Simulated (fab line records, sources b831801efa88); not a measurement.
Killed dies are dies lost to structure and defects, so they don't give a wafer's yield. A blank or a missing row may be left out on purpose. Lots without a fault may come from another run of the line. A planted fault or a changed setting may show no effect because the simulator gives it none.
A struck lot beside a sound one | flow sky130 | 16 steps out of a route of 708
Sound: wafers L637.3, L637.4, L637.6. Struck: wafer L656.5. (L656.3, L656.6 of the same lot were not struck and are left out.) The cause comes at the end.
At each step with rows: each side's tool, then ch and its chambers, then its first start. Under that, the readings that differ: sound wafers | struck wafers | difference of the means | sigmas: that difference in standard deviations of wafers without a fault.
alike: readings whose means differ by less than 2 such deviations, and words and numbers that are the same on both sides. not compared: withheld readings, readings that some wafer has no value for, bounds like >300 that may hide the same value, and numbers for which the record gives no deviation and whose values overlap.
The two part at a step that has a row with sigmas, a row that says differs or no value, or rows on one side only. Numbers that don't overlap but have no deviation are shown without sigmas and don't part them. A reading that every wafer of one side lacks parts them only if that side has two wafers or more.

SKY_VIA1_CMP_02: polishes SiO2.
  sound on cmp-01 ch 0,1, day 33 12:38; struck on cmp-01 ch 1, day 39 14:00
  alike: motor_current_A
SKY_VIA1_BOW_MEAS_03:
  sound on film_metro-04, day 33 12:59; struck on film_metro-04, day 39 14:17
  alike: VIA1_BOW
then, 8 steps without rows for these wafers: SKY_VIA1_DEHYDRATE_04 (time 60 s); SKY_VIA1_HMDS_05 (prime time 60 s); SKY_VIA1_COAT_06 (resist thk 60 nm); SKY_VIA1_COAT_07 (resist thk 450 nm); SKY_VIA1_SOFTBAKE_08 (time 90 s); SKY_VIA1_EXPOSE_09 (exposes mask VIM, target cd 150 nm); SKY_VIA1_PEB_10; SKY_VIA1_DEVELOP_11 (develop time 60 s).
SKY_VIA1_CD_MEAS_12: target cd 150 nm.
  sound on cd_sem-02, day 34 15:31; struck on cd_sem-01, day 40 15:16
  alike: cd_nm
SKY_VIA1_OVL_MEAS_13:
  sound on overlay-02, day 34 15:37; struck on overlay-02, day 40 15:22
  alike: VIA1_OVL
SKY_VIA1_ETCH_14: etches BARC in N2/H2, stops on SiO2, time 45.9 s, target depth 60 nm.
  sound on rie_diel-01 ch 0,1,2, day 34 15:38; struck on rie_diel-04 ch 1, day 40 15:23
  reading                                     | sound             | struck | difference | sigmas
  oes_product_au (a.u.)                       | 0.852 0.858 0.855 | 1.000  | +0.145     | +28
  run_length_s (s)                            | 73.9 74.0 73.9    | 60.1   | -13.8      | -29
  model.KrF-thick_of_VIA1_COAT_07.thk_nm (nm) | 391.5 390.5 391.1 | 406.5  | +15.5      |
  model.etch.depth_nm (nm)                    | 59.88 59.93 59.88 | 54.46  | -5.44      |
  alike: drypump_motor_current_A, throttle_valve_pct
  not compared: rf_fwd_power_W, rf_hours_counter_h
SKY_VIA1_ETCH_15: etches SiO2 in C4F8/O2/Ar, stops on TiN, target depth 351 nm, time 54 s.
  sound on rie_diel-01 ch 0,1,2, day 34 15:41; struck on rie_diel-04 ch 1, day 40 15:26
  reading                                     | sound             | struck | difference | sigmas
  oes_product_au (a.u.)                       | 0.985 0.971 0.993 | 0.382  | -0.601     | -99 or more
  model.KrF-thick_of_VIA1_COAT_07.thk_nm (nm) | 319.6 318.6 320.8 | 335.4  | +15.7      |
  alike: rf_fwd_power_W, run_length_s
  not compared: rf_hours_counter_h
SKY_VIA1_STRIP_16: strips in O2/N2.
  sound on plasma_asher-02 ch 0,1, day 34 15:46; struck on plasma_asher-02 ch 0, day 40 15:31
  reading                      | sound             | struck | difference | sigmas
  strip_time_to_endpoint_s (s) | 4.429 4.427 4.426 | 4.561  | +0.134     | +7
  alike: drypump_motor_current_A, oes_product_au
  not compared: rf_hours_counter_h
then, 1 step without rows for these wafers: SKY_VIA1_STRIP_17 (strips in post etch residue remover, time 1200 s).

WHERE THEY PART
First at SKY_VIA1_ETCH_14; last, within this record, at SKY_VIA1_STRIP_16.

WHY: what the simulator had put in
Process parameter drift: rie_diel-04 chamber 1, from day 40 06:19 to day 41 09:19, at SKY_VIA1_ETCH_14. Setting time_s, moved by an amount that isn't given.
